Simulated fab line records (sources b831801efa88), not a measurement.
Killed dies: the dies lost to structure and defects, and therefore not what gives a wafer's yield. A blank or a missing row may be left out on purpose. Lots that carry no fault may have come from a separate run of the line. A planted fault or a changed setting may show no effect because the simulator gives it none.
Which tool was responsible?    flow sky130    12 lots with 36 wafers sampled at 4 steps, on a route of 708 steps

## WHAT THE GAUGES SHOWED, per wafer
SKY_METAL1_RS_MEAS_05: measurement is done with a four-point probe.
lot   measured      on             METAL1_ALCU_RS (ohm/sq)
L155  day 31 23:20  film-metro-04  0.1269 0.1267 0.1298
L156  day 32 01:32  film-metro-04  0.1303 0.1311 0.1272
L159  day 33 01:47  film-metro-01  0.1261 0.1264 0.1258
L161  day 34 04:30  film-metro-01  0.1300 0.1281 0.1279
L163  day 34 05:56  film-metro-01  0.1266 0.1264 0.1270
L164  day 34 21:40  film-metro-02  0.1253 0.1269 0.1246
L166  day 35 04:06  film-metro-04  0.1281 0.1277 0.1268
L168  day 36 03:08  film-metro-01  0.1239 0.1256 0.1244
L169  day 36 03:53  film-metro-01  0.1249 0.1286 0.1267
L172  day 37 02:58  film-metro-02  0.1272 0.1306 0.1304
L174  day 38 04:58  film-metro-04  0.1277 0.1266 0.1241
L175  day 38 05:19  film-metro-02  0.1264 0.1255 0.1259

SKY_VIA1_BOW_MEAS_03.
lot   measured      on             VIA1_BOW (um)
L155  day 33 03:31  film-metro-03  80 79 94
L156  day 33 05:51  film-metro-03  88 90 73
L159  day 34 05:47  film-metro-03  62 76 77
L161  day 35 07:35  film-metro-04  85 88 80
L163  day 35 10:22  film-metro-03  78 82 92
L164  day 36 01:34  film-metro-03  83 70 69
L166  day 36 08:01  film-metro-03  93 82 79
L168  day 37 07:00  film-metro-04  67 86 64
L169  day 37 08:00  film-metro-04  86 85 77
L172  day 38 07:20  film-metro-03  78 73 59
L174  day 39 08:10  film-metro-04  77 75 74
L175  day 39 08:49  film-metro-04  81 77 78

SKY_VIA1_THK_MEAS_23: measures by xrf.
lot   measured      on             VIA1_W_THK (nm)
L155  day 34 07:39  film-metro-02  271 270 275
L156  day 34 10:23  film-metro-02  274 275 279
L159  day 35 09:44  film-metro-04  281 280 285
L161  day 36 10:34  film-metro-03  279 277 279
L163  day 36 13:28  film-metro-03  275 272 278
L164  day 37 04:58  film-metro-04  274 282 277
L166  day 37 11:39  film-metro-02  276 272 272
L168  day 38 09:30  film-metro-04  286 283 281
L169  day 38 11:29  film-metro-02  277 282 272
L172  day 39 09:38  film-metro-02  275 279 278
L174  day 40 09:59  film-metro-02  281 283 282
L175  day 40 10:38  film-metro-02  281 277 285

## WHICH TOOL RAN EACH LOT (tool, then ch and the chambers of the sampled wafers, then the start)
lot   SKY_VIA1_ETCH_14
L155  rie-diel-01 ch 1,2,3, day 34 06:41
L156  rie-diel-03 ch 0,1,2, day 34 09:26
L159  rie-diel-01 ch 0,1,3, day 35 08:43
L161  rie-diel-01 ch 2,3, day 36 09:35
L163  rie-diel-01 ch 0,1, day 36 12:29
L164  rie-diel-03 ch 0,2, day 37 03:59
L166  rie-diel-01 ch 0,1,3, day 37 10:41
L168  rie-diel-01 ch 1,2, day 38 08:32
L169  rie-diel-02 ch 0,1,3, day 38 10:28
L172  rie-diel-03 ch 0,2, day 39 08:41
L174  rie-diel-03 ch 2,3, day 40 09:02
L175  rie-diel-03 ch 2,3, day 40 09:40
- SKY_VIA1_ETCH_14: etches BARC in N2/H2, stops on SiO2, time 45.9 s, target depth 60 nm.

## AS READ BY THE TOOLS THEMSELVES (means over the sampled wafers that have a number; for cases with no such wafer, the mark the record gives instead)
SKY_VIA1_ETCH_14.
lot   tool         drypump-motor-current-A (A)  oes-product-au (a.u.)  run-length-s (s)  throttle-valve-pct (%)
L155  rie-diel-01  5.6                          0.854                  74.1              13.225
L156  rie-diel-03  5.9                          0.852                  74.3              13.227
L159  rie-diel-01  5.4                          0.854                  73.8              13.223
L161  rie-diel-01  5.6                          0.856                  73.9              13.220
L163  rie-diel-01  5.5                          0.856                  74.2              13.222
L164  rie-diel-03  5.9                          0.850                  74.1              13.222
L166  rie-diel-01  5.5                          0.853                  74.0              13.227
L168  rie-diel-01  5.7                          0.852                  74.1              13.237
L169  rie-diel-02  5.7                          0.853                  73.9              13.228
L172  rie-diel-03  6.2                          0.917                  70.9              13.231
L174  rie-diel-03  5.9                          0.919                  70.6              13.228
L175  rie-diel-03  6.3                          0.914                  70.9              13.240

## THE ANSWER, worked out from the rows above alone
Rule: what is usual is taken from the lots themselves. Put in order of their means at a reading, lots are off if they are a third of the lots or fewer, leave a main group of 4 or more, and stand apart from it by a gap of 3 or more times the standard deviation of the main group's means; of several such gaps the widest counts. A main group whose means are all the same, to the digits that the tables above print for the reading, isn't used. A lot without any number at a reading at which 4 lots or more have one is off too. Where the step has rows for the other lots, those lots are counted as sound. After the gauges, taken in route order, come the tools' own readings; for these a lot's mean is taken, as printed above. At the first step where some lot is off, the reading lying furthest off is the one used; lots without a number count as furthest.
Off, at SKY_VIA1_ETCH_14 on oes-product-au: L172, L174, L175. The main group has a mean of 0.853 a.u. with a standard deviation of 0.0018.
If a tool, at that step or one of the process steps before it, ran each lot that is off and ran no sound lot following the first of them, it fits. One candidate fits, namely rie-diel-03 at SKY_VIA1_ETCH_14. A fault onset in the window from L164 (day 37 03:59, its last sound lot) to L172 (day 39 08:41, its first lot off) fits.
The tool's own readings at SKY_VIA1_ETCH_14 bear it out: on the lots that are off they differ by more than 5 times the standard deviation of the sound lots' means. oes-product-au reads 0.917 a.u. there against 0.853 a.u. on the sound lots; run-length-s reads 70.8 s there against 74.0 s on the sound lots.

## WHAT HAD BEEN PUT IN BY THE SIMULATOR
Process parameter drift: rie-diel-03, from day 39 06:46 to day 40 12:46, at SKY_VIA1_ETCH_14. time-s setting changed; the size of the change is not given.
Lots struck among those shown: L172, L174, L175. This agrees with what the rule above found.
